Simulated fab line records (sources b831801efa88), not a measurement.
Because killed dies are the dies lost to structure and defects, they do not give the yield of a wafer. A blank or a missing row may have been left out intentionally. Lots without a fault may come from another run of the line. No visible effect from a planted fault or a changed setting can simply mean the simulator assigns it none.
Chamber matching | flow gf180mcu | 4 sister chambers for GF_V3_CMP_26 on cmp-01
The step polishes, stops on SiO2, t overpolish 15 s, target thk 0 nm. 8 wafers are shown with their chamber, then 12 later ones without.

WAFERS, EACH WITH ITS CHAMBER
wafer  | chamber | motor_current_A (A) | time_to_endpoint_s (s)
L082.4 | 1       | 8.7                 | 81
L083.6 | 1       | 8.7                 | 80
L085.1 | 0       | 9.6                 | 94
L085.5 | 0       | 9.0                 | 93
L085.6 | 3       | 10.4                | 90
L086.3 | 2       | 11.0                | 83
L086.4 | 3       | 10.0                | 87
L086.5 | 2       | 10.5                | 82

WAFERS WITHOUT THEIR CHAMBER
wafer  | motor_current_A (A) | time_to_endpoint_s (s)
L089.2 | 8.4                 | 88
L089.3 | 10.5                | 84
L089.6 | 9.3                 | 86
L090.2 | 9.1                 | 88
L090.3 | 9.4                 | 90
L090.4 | 10.4                | 86
L093.3 | 8.9                 | 82
L093.4 | 11.1                | 78
L093.5 | 9.8                 | 81
L096.2 | 9.4                 | 89
L096.3 | 9.9                 | 85
L096.5 | 9.1                 | 82

WHICH CHAMBER EACH WENT THROUGH
wafer  | from the rows above          | in truth
L089.2 | can't be placed: 0 or 3 or 1 | 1
L089.3 | 2                            | 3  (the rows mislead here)
L089.6 | can't be placed: 3 or 1 or 2 | 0
L090.2 | can't be placed: 3 or 0      | 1
L090.3 | can't be placed: 3 or 0      | 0
L090.4 | can't be placed: 3 or 2      | 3
L093.3 | 1                            | 1
L093.4 | 2                            | 2
L093.5 | can't be placed: 2 or 1      | 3
L096.2 | can't be placed: 3 or 0      | 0
L096.3 | can't be placed: 3 or 2      | 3
L096.5 | 1                            | 1
Correct placement for 3 of the 12. From these rows, 8 cannot be placed; in 5 the true chamber is one of the candidates. Wrongly placed: 1.
How it was worked out, from the rows above alone: a wafer's distance from a chamber is the root of the sum, over the readings, of the square of ((its reading less the chamber's mean) divided by the reading's scatter). If the next closest chamber is less than 2 further off than the closest, the wafer can't be placed; otherwise it belongs to the closest. The mean given for a chamber averages the wafers shown for that chamber. How the scatter is found: for the shown wafers, subtract from each reading the mean of its chamber, square and add these, divide the total by (wafers less chambers), then take the root.
